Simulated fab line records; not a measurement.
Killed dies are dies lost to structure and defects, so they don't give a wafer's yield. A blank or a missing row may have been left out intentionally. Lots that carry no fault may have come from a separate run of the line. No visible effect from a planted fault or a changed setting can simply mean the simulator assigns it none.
Matching of chambers | flow gf180mcu | 4 sister chambers for GF_STI_CMP_25 on cmp-01
The step polishes, stops on Si3N4, t overpolish 33 s, target thk 524.6 nm. 8 wafers are shown with their chamber, then 12 later ones without.

## EACH WAFER AND ITS CHAMBER
wafer  | chamber | motor current A (A) | overpolish run s (s)
L076.3 | 1       | 13.6                | 32.997
L088.4 | 3       | 14.6                | 32.983
L088.6 | 2       | 10.5                | 33.003
L089.2 | 2       | 11.3                | 33.000
L089.4 | 3       | 14.4                | 33.008
L090.3 | 0       | 12.4                | 33.000
L090.4 | 1       | 13.6                | 33.001
L090.5 | 0       | 13.0                | 32.999

## WAFERS MISSING THEIR CHAMBER
wafer  | motor current A (A) | overpolish run s (s)
L092.1 | 14.3                | 32.995
L092.2 | 11.5                | 32.999
L092.5 | 11.1                | 32.998
L093.2 | 13.2                | 32.984
L093.4 | 13.0                | 32.984
L093.6 | 12.9                | 32.993
L095.1 | 14.3                | 32.990
L095.3 | 13.5                | 32.998
L095.4 | 13.2                | 33.006
L096.1 | 10.5                | 32.994
L096.5 | 13.5                | 33.006
L096.6 | 12.5                | 32.990

## WHICH CHAMBER EACH WENT THROUGH
wafer  | from the rows above          | in truth
L092.1 | can't be placed: 3 or 1      | 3
L092.2 | can't be placed: 2 or 0      | 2
L092.5 | 2                            | 2
L093.2 | can't be placed: 1 or 0 or 3 | 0
L093.4 | can't be placed: 0 or 1      | 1
L093.6 | can't be placed: 0 or 1      | 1
L095.1 | can't be placed: 3 or 1      | 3
L095.3 | can't be placed: 1 or 0      | 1
L095.4 | can't be placed: 1 or 0      | 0
L096.1 | 2                            | 2
L096.5 | can't be placed: 1 or 0      | 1
L096.6 | 0                            | 0
Correct placement for 3 of the 12. Can't be placed from these rows: 9 (the true chamber is among the candidates in 9). Placed wrongly: 0.
How it was worked out, from the rows above alone: a wafer's distance from a chamber is the root of the sum, over the readings, of the square of ((its reading less the chamber's mean) divided by the reading's scatter). If the next closest chamber is less than 2 further off than the closest, the wafer can't be placed; otherwise it belongs to the closest. A chamber's mean is the mean of its shown wafers. The scatter is the square root of a quotient: the sum, over the shown wafers, of each reading's squared deviation from its chamber's mean, divided by wafers minus chambers.
